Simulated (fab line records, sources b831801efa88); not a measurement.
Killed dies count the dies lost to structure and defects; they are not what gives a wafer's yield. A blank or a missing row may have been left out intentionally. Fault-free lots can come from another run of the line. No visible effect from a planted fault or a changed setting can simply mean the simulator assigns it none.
Which tool was responsible?    flow gf180mcu    14 lots, 42 wafers sampled, at 5 steps of a route of 602

WHAT EACH GAUGE READ, for each wafer
GF_POLY_GATE_CD_MEAS_10: the cd target is 280 nm. Usual: cd_nm at 280.3 nm, with a standard deviation of 1.1.
lot   measured      on         cd_nm (nm)         flag
L145  day 9 05:13   cd_sem-02  279.2 279.1 279.0  
L146  day 9 14:19   cd_sem-02  280.7 280.7 281.3  
L147  day 9 22:28   cd_sem-02  280.1 280.4 279.9  
L148  day 10 04:12  cd_sem-01  280.9 279.9 280.4  
L149  day 10 12:22  cd_sem-01  281.4 279.4 279.5  
L150  day 10 23:29  cd_sem-01  280.0 280.3 280.2  
L153  day 11 16:08  cd_sem-02  281.5 282.4 282.5  
L157  day 12 20:48  cd_sem-02  285.2 288.1 285.7  OFF
L159  day 13 15:02  cd_sem-01  285.6 286.3 286.4  OFF
L160  day 13 23:16  cd_sem-02  281.8 281.9 282.7  
L163  day 14 17:19  cd_sem-02  279.0 279.8 280.3  
L164  day 15 00:13  cd_sem-01  278.0 278.5 279.1  
L167  day 15 20:06  cd_sem-02  281.5 281.8 280.3  
L168  day 16 03:23  cd_sem-02  280.6 279.6 279.3  

GF_V1_THK_MEAS_01. Usual: V1_CVD_00_THK typically reads 600 nm, with standard deviation 6.2.
lot   measured      on             V1_CVD_00_THK (nm)  flag
L145  day 17 04:29  film_metro-01  602 602 591         
L146  day 17 16:35  film_metro-04  614 597 599         
L147  day 18 05:10  film_metro-02  598 588 601         
L148  day 18 14:31  film_metro-01  603 600 596         
L149  day 18 22:11  film_metro-01  604 603 602         
L150  day 19 12:29  film_metro-01  597 595 601         
L153  day 20 12:01  film_metro-01  601 601 607         
L157  day 21 21:39  film_metro-02  604 594 605         
L159  day 22 16:29  film_metro-04  601 596 594         
L160  day 23 01:44  film_metro-02  596 606 601         
L163  day 23 23:14  film_metro-02  602 604 608         
L164  day 24 03:27  film_metro-04  596 598 596         
L167  day 25 05:16  film_metro-01  587 589 597         
L168  day 25 09:39  film_metro-02  596 593 605         

GF_V1_THK_MEAS_03. Usual: V1_CVD_02_THK typically reads 853 nm, with standard deviation 11.
lot   measured      on             V1_CVD_02_THK (nm)  flag
L145  day 17 04:40  film_metro-01  858 854 850         
L146  day 17 16:43  film_metro-01  830 843 861         
L147  day 18 05:17  film_metro-04  848 846 858         
L148  day 18 14:38  film_metro-02  850 841 860         
L149  day 18 22:19  film_metro-02  854 865 877         
L150  day 19 12:37  film_metro-02  856 853 868         
L153  day 20 12:08  film_metro-01  842 869 856         
L157  day 21 21:47  film_metro-04  851 865 866         
L159  day 22 16:37  film_metro-02  854 852 863         
L160  day 23 01:52  film_metro-02  860 865 860         
L163  day 23 23:22  film_metro-02  861 845 863         
L164  day 24 03:35  film_metro-02  855 864 866         
L167  day 25 05:23  film_metro-02  848 839 832         
L168  day 25 09:47  film_metro-01  852 856 862         

GF_V1_OVL_MEAS_15. Usual: V1_OVL typically reads -2 nm, with standard deviation 6.3.
lot   measured      on          V1_OVL (nm)  flag
L145  day 18 04:34  overlay-02  1 -3 -9      
L146  day 18 17:22  overlay-02  -6 -10 -3    
L147  day 19 06:41  overlay-01  -2 6 -5      
L148  day 19 15:25  overlay-01  -13 -1 -11   
L149  day 19 23:40  overlay-02  4 -3 0       
L150  day 20 13:41  overlay-02  -3 3 2       
L153  day 21 13:04  overlay-01  -7 -2 -2     
L157  day 22 22:41  overlay-02  -7 1 -2      
L159  day 23 16:05  overlay-02  -8 2 1       
L160  day 24 01:27  overlay-01  3 -4 6       
L163  day 24 22:15  overlay-02  5 1 3        
L164  day 25 02:02  overlay-01  -7 6 -4      
L167  day 26 03:14  overlay-02  -13 -9 -17   
L168  day 26 07:23  overlay-02  10 7 12      

WHICH TOOL RAN EACH LOT (tool, then ch and the chambers of the sampled wafers, then the start)
lot   GF_POLY_GATE_EXPOSE_07
L145  krf_scanner-02 ch 0, day 8 20:49
L146  krf_scanner-01 ch 0, day 9 06:11
L147  krf_scanner-02 ch 0, day 9 13:39
L148  krf_scanner-01 ch 0, day 9 19:44
L149  krf_scanner-02 ch 0, day 10 02:53
L150  krf_scanner-01 ch 0, day 10 14:31
L153  krf_scanner-02 ch 0, day 11 06:51
L157  krf_scanner-01 ch 0, day 12 10:35
L159  krf_scanner-01 ch 0, day 13 05:22
L160  krf_scanner-02 ch 0, day 13 13:11
L163  krf_scanner-02 ch 0, day 14 06:50
L164  krf_scanner-02 ch 0, day 14 13:36
L167  krf_scanner-02 ch 0, day 15 09:46
L168  krf_scanner-02 ch 0, day 15 17:02
- GF_POLY_GATE_EXPOSE_07: exposes mask Poly2, target cd 280 nm.

AS READ BY THE TOOLS THEMSELVES (means over the sampled wafers that have a number; for cases with no such wafer, the mark the record gives instead)
GF_POLY_GATE_EXPOSE_07. Usual: exposure_dose_mJ_cm2 at 27.968, with a standard deviation of 0.028.
lot   tool            exposure_dose_mJ_cm2  flag
L145  krf_scanner-02  27.995                
L146  krf_scanner-01  27.969                
L147  krf_scanner-02  27.986                
L148  krf_scanner-01  27.986                
L149  krf_scanner-02  27.980                
L150  krf_scanner-01  27.974                
L153  krf_scanner-02  27.935                
L157  krf_scanner-01  26.757                OFF
L159  krf_scanner-01  26.940                OFF
L160  krf_scanner-02  27.977                
L163  krf_scanner-02  27.986                
L164  krf_scanner-02  27.983                
L167  krf_scanner-02  27.997                
L168  krf_scanner-02  27.959                

THE ANSWER, worked out from the rows above alone
Rule: a lot is off if the mean of its wafers that have a number lies more than 3 standard deviations from the usual mean. A lot without any number at a reading at which 4 lots or more have one is off too. Where the step has rows for the other lots, those lots are counted as sound. Order of review: gauges by route order, followed by the tools' own readings, for which a lot's mean as printed above is used. The first step at which some lot is off is used, and at that step the reading that is off furthest; a lot without a number counts as furthest.
Off at GF_POLY_GATE_CD_MEAS_10 (cd_nm): L157, L159.
If a tool, at a process step before that reading, ran all the lots that are off and no sound lot after the first of them, it fits. Not tried: the gauges at GF_POLY_GATE_CD_MEAS_10; whatever is off there is also off at GF_POLY_GATE_EXPOSE_07, on other tools, and gauge error can't account for it. One candidate fits, namely krf_scanner-01 at GF_POLY_GATE_EXPOSE_07. Its last sound lot is L150 (day 10 14:31), its first lot that is off L157 (day 12 10:35): a fault that began between those two fits.
On the lots that are off, the tool's own readings at GF_POLY_GATE_EXPOSE_07 differ by more than 5 times the standard deviation of the sound lots' means, which bears it out; exposure_dose_mJ_cm2 reads 26.849 there versus 27.977 on the sound lots.

WHAT HAD BEEN PUT IN BY THE SIMULATOR
Drift in process parameters on krf_scanner-01 at GF_POLY_GATE_EXPOSE_07, starting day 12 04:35. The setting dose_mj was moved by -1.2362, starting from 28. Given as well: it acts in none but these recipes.
Shown lots that were struck: L157, L159. The same result came from the rule above.
